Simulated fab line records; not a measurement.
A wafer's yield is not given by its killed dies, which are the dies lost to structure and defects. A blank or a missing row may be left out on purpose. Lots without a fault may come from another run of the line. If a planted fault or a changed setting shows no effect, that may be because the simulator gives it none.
Check of tool commonality + flow sky130 + Sampled: 11 lots, 33 wafers

== REASON IT WAS OPENED ==
SKY_VT_ADJUST_HVTR_TW_MEAS_11, reading VT_ADJUST_HVTR_TW: flagged on 2 of 11 lots. Wafers without a fault read 208.4, standard deviation 1.
Rule: a lot is flagged when every wafer of it that has a number lies more than 4 standard deviations from that mean, or none has a number. The rest of the lots are taken to be sound.

| lot  | measured     | on            | VT_ADJUST_HVTR_TW, wafer by wafer | flag    |
|------|--------------|---------------|-----------------------------------|---------|
| L585 | day 10 06:35 | film-metro-01 | 210.7 208.2 208.8                 |         |
| L587 | day 10 18:05 | film-metro-04 | 208.1 210.0 208.2                 |         |
| L588 | day 11 01:29 | film-metro-01 | 209.2 209.4 211.1                 |         |
| L594 | day 12 22:34 | film-metro-04 | 258.5 257.9 257.5                 | FLAGGED |
| L595 | day 13 08:08 | film-metro-02 | 259.3 257.8 259.3                 | FLAGGED |
| L601 | day 14 21:19 | film-metro-02 | 208.5 209.0 208.9                 |         |
| L602 | day 15 02:58 | film-metro-01 | 210.5 209.4 210.4                 |         |
| L603 | day 15 12:29 | film-metro-04 | 208.5 207.6 208.3                 |         |
| L604 | day 15 20:30 | film-metro-04 | 207.9 208.2 208.4                 |         |
| L605 | day 16 07:23 | film-metro-02 | 208.0 207.8 207.4                 |         |
| L606 | day 16 15:43 | film-metro-02 | 207.2 208.3 209.6                 |         |
On average the flagged lots' numbers are 258.4, which is +50.0 against the usual, or +50 standard deviations.

== LOT BY LOT: THE TOOL USED ==
2 process steps preceding the reading are held in the record, out of 708 steps in the route. In each cell: the tool, then ch and the chambers that the sampled wafers went through, then the start.
| lot  | flag    | SKY_VT_ADJUST_LVTN_STRIP_20          | SKY_VT_ADJUST_NCORE_COAT_02       |
|------|---------|--------------------------------------|-----------------------------------|
| L585 |         | plasma-asher-01 ch 0,1, day 8 10:43  | litho-track-02 ch 0, day 8 20:43  |
| L587 |         | plasma-asher-04 ch 0,1, day 8 21:31  | litho-track-01 ch 0, day 9 08:27  |
| L588 |         | plasma-asher-02 ch 0,1, day 9 04:43  | litho-track-01 ch 0, day 9 15:09  |
| L594 | FLAGGED | plasma-asher-04 ch 0,1, day 10 22:39 | litho-track-01, day 11 10:07      |
| L595 | FLAGGED | plasma-asher-04 ch 0,1, day 11 07:40 | litho-track-01, day 11 19:40      |
| L601 |         | plasma-asher-01 ch 0,1, day 12 18:16 | litho-track-04 ch 0, day 13 05:43 |
| L602 |         | plasma-asher-02 ch 1, day 12 23:18   | litho-track-04 ch 0, day 13 10:40 |
| L603 |         | plasma-asher-04 ch 0, day 13 08:22   | litho-track-01 ch 0, day 13 21:36 |
| L604 |         | plasma-asher-01 ch 0,1, day 13 16:05 | litho-track-02 ch 0, day 14 04:32 |
| L605 |         | plasma-asher-02 ch 0,1, day 14 00:45 | litho-track-01 ch 0, day 14 14:01 |
| L606 |         | plasma-asher-02 ch 1, day 14 10:04   | litho-track-01 ch 0, day 14 23:12 |
These steps, and what they do:
- SKY_VT_ADJUST_LVTN_STRIP_20: strips in O2/N2.
- SKY_VT_ADJUST_NCORE_COAT_02: resist thk 1154 nm.
- SKY_VT_ADJUST_HVTR_TW_MEAS_11

== FLAGGED AGAINST TOTAL, ONE TOOL AT A TIME (gauges that did the reading follow at the end) ==
| step                          | tool            | lots run | flagged | share of the flagged lots | sound lots run after its first flagged lot |
|-------------------------------|-----------------|----------|---------|---------------------------|--------------------------------------------|
| SKY_VT_ADJUST_LVTN_STRIP_20   | plasma-asher-01 | 3        | 0       | none                      | -                                          |
| SKY_VT_ADJUST_LVTN_STRIP_20   | plasma-asher-02 | 4        | 0       | none                      | -                                          |
| SKY_VT_ADJUST_LVTN_STRIP_20   | plasma-asher-04 | 4        | 2       | all                       | 1 (L603)                                   |
| SKY_VT_ADJUST_NCORE_COAT_02   | litho-track-01  | 7        | 2       | all                       | 3 (L603,L605,L606)                         |
| SKY_VT_ADJUST_NCORE_COAT_02   | litho-track-02  | 2        | 0       | none                      | -                                          |
| SKY_VT_ADJUST_NCORE_COAT_02   | litho-track-04  | 2        | 0       | none                      | -                                          |
| SKY_VT_ADJUST_HVTR_TW_MEAS_11 | film-metro-01   | 3        | 0       | none                      | -                                          |
| SKY_VT_ADJUST_HVTR_TW_MEAS_11 | film-metro-02   | 4        | 1       | some                      | 3 (L601,L605,L606)                         |
| SKY_VT_ADJUST_HVTR_TW_MEAS_11 | film-metro-04   | 4        | 1       | some                      | 2 (L603,L604)                              |

== WHAT THE TABLE PERMITS ==
Table rows that saw every flagged lot: 2, namely plasma-asher-04 at SKY_VT_ADJUST_LVTN_STRIP_20 and litho-track-01 at SKY_VT_ADJUST_NCORE_COAT_02.
- plasma-asher-04 at SKY_VT_ADJUST_LVTN_STRIP_20 ran 4 lots, 2 of them flagged. Lots that were sound ran on it after the first flagged one (L603); a persistent fault on the entire tool would not allow that.
- litho-track-01 at SKY_VT_ADJUST_NCORE_COAT_02 ran 7 lots, 2 of them flagged. Lots that were sound ran on it after the first flagged one (L603, L605, L606); a persistent fault on the entire tool would not allow that. On the flagged lots its readings are blank where sound lots have values: chill-plate-temp-C, dispense-pressure-kPa.
Every row of the table either missed a flagged lot or ran a sound lot after the first.

== WHAT THE SIMULATOR HAD PUT IN ==
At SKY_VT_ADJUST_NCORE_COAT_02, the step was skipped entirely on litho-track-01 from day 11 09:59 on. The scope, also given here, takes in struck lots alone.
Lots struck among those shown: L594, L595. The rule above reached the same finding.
